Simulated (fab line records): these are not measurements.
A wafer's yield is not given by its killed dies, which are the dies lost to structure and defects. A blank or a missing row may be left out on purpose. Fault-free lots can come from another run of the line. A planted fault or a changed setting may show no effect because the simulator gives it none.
Check of tool commonality + flow sky130 + 12 lots and 36 wafers in the sample

== WHAT PROMPTED THE OPENING ==
SKY_LI_CONTACT_RS_MEAS_22, reading LI_CONTACT_W_RS: flagged on 2 of 12 lots. Wafers without a fault read 0.2846 ohm/sq, standard deviation 0.0029.
Rule: a lot is flagged when every wafer of it that has a number lies more than 4 standard deviations from that mean, or none has a number. The rest of the lots are taken to be sound.

| lot  | measured     | on            | LI_CONTACT_W_RS (ohm/sq), wafer by wafer | flag    |
|------|--------------|---------------|------------------------------------------|---------|
| L910 | day 30 00:46 | film metro-01 | 0.2788 0.2806 0.2819                     |         |
| L911 | day 30 02:47 | film metro-01 | 0.2861 0.2828 0.2816                     |         |
| L909 | day 30 04:57 | film metro-03 | 0.2857 0.2862 0.2862                     |         |
| L913 | day 31 00:50 | film metro-03 | 0.2914 0.2851 0.2896                     |         |
| L914 | day 31 08:36 | film metro-01 | 0.2867 0.2870 0.2862                     |         |
| L916 | day 31 17:49 | film metro-03 | 0.2875 0.2824 0.2840                     |         |
| L917 | day 31 22:20 | film metro-01 | 0.2854 0.2844 0.2858                     |         |
| L919 | day 32 12:09 | film metro-03 | 0.2836 0.2855 0.2886                     |         |
| L920 | day 32 20:29 | film metro-03 | 0.2854 0.2821 0.2843                     |         |
| L922 | day 33 05:38 | film metro-01 | 0.2806 0.2840 0.2836                     |         |
| L925 | day 34 12:10 | film metro-04 | 0.2997 0.3024 0.3010                     | FLAGGED |
| L926 | day 34 20:28 | film metro-04 | 0.2975 0.2997 0.2974                     | FLAGGED |
The numbers of the flagged lots are 0.2996 ohm/sq on average: +0.0150 ohm/sq against the usual, or +5 standard deviations.

== TOOL THAT RAN EACH LOT ==
2 process steps preceding the reading are held in the record, out of 708 steps in the route. Each cell gives the tool, then ch followed by the chambers the sampled wafers passed through, then the start.
| lot  | flag    | SKY_SPACER_ETCHBACK_02             | SKY_LI_CONTACT_CVD_21         |
|------|---------|------------------------------------|-------------------------------|
| L910 |         | rie diel-02 ch 1,3, day 23 20:18   | cvd w-01 ch 0,1, day 30 00:38 |
| L911 |         | rie diel-04 ch 1,2, day 24 01:11   | cvd w-01 ch 1, day 30 02:39   |
| L909 |         | rie diel-04 ch 0,1,3, day 24 02:23 | cvd w-02 ch 0, day 30 04:42   |
| L913 |         | rie diel-03 ch 1,2, day 24 23:40   | cvd w-02 ch 0,1, day 31 00:43 |
| L914 |         | rie diel-02 ch 0,2,3, day 25 07:43 | cvd w-02 ch 0,1, day 31 08:29 |
| L916 |         | rie diel-03 ch 0,1, day 25 19:51   | cvd w-02 ch 0,1, day 31 17:42 |
| L917 |         | rie diel-03 ch 0,1,3, day 25 22:25 | cvd w-02 ch 0,1, day 31 22:12 |
| L919 |         | rie diel-04 ch 2,3, day 26 13:54   | cvd w-02 ch 0,1, day 32 12:00 |
| L920 |         | rie diel-04 ch 0,1,2, day 26 22:54 | cvd w-02 ch 0,1, day 32 20:21 |
| L922 |         | rie diel-03 ch 2,3, day 27 10:55   | cvd w-01 ch 0,1, day 33 05:30 |
| L925 | FLAGGED | rie diel-03 ch 0,2,3, day 28 18:21 | cvd w-02 ch 0,1, day 34 12:03 |
| L926 | FLAGGED | rie diel-03 ch 0,1,2, day 29 02:48 | cvd w-02 ch 0, day 34 20:20   |
What is done by these steps:
- SKY_SPACER_ETCHBACK_02: etches Si3N4 in CH3F/O2, stops on SiO2, time 46.7 s, target depth 45 nm.
- SKY_LI_CONTACT_CVD_21: deposits W, target thk 400 nm, time 120.56 s.
- SKY_LI_CONTACT_RS_MEAS_22: measures by four-point-probe.

== FLAGGED OVER TOTAL, TOOL BY TOOL (the gauges that took the reading come last) ==
| step                      | tool          | lots run | flagged | share of the flagged lots | sound lots run after its first flagged lot |
|---------------------------|---------------|----------|---------|---------------------------|--------------------------------------------|
| SKY_SPACER_ETCHBACK_02    | rie diel-02   | 2        | 0       | none                      | -                                          |
| SKY_SPACER_ETCHBACK_02    | rie diel-03   | 6        | 2       | all                       | 0                                          |
| SKY_SPACER_ETCHBACK_02    | rie diel-04   | 4        | 0       | none                      | -                                          |
| SKY_LI_CONTACT_CVD_21     | cvd w-01      | 3        | 0       | none                      | -                                          |
| SKY_LI_CONTACT_CVD_21     | cvd w-02      | 9        | 2       | all                       | 0                                          |
| SKY_LI_CONTACT_RS_MEAS_22 | film metro-01 | 5        | 0       | none                      | -                                          |
| SKY_LI_CONTACT_RS_MEAS_22 | film metro-03 | 5        | 0       | none                      | -                                          |
| SKY_LI_CONTACT_RS_MEAS_22 | film metro-04 | 2        | 2       | all                       | 0                                          |

== WHAT IS ALLOWED BY THE TABLE ==
3 rows of the table ran every flagged lot: rie diel-03 at SKY_SPACER_ETCHBACK_02, cvd w-02 at SKY_LI_CONTACT_CVD_21, film metro-04 at SKY_LI_CONTACT_RS_MEAS_22.
- rie diel-03 at SKY_SPACER_ETCHBACK_02: 2 of its 6 lots flagged. It ran its last sound lot, L922, at day 27 10:55 and its first flagged lot, L925, at day 28 18:21: a fault with its onset between the two fits.
- cvd w-02 at SKY_LI_CONTACT_CVD_21: 2 of its 9 lots flagged. It ran its last sound lot, L920, at day 32 20:21 and its first flagged lot, L925, at day 34 12:03: a fault with its onset between the two fits. Its own readings (susceptor temp C) fall more than 4 standard deviations out on all wafers of the flagged lots.
- film metro-04 at SKY_LI_CONTACT_RS_MEAS_22: 2 of its 2 lots flagged. The start can't be narrowed down: in this sample, it ran no sound lot prior to its first flagged lot.
Because each of these 3 tools fits a fault that began at some hour, counting lots does not separate them. More lots, or a look at what each step does to the wafer, might.

== WHAT HAD BEEN PUT IN BY THE SIMULATOR ==
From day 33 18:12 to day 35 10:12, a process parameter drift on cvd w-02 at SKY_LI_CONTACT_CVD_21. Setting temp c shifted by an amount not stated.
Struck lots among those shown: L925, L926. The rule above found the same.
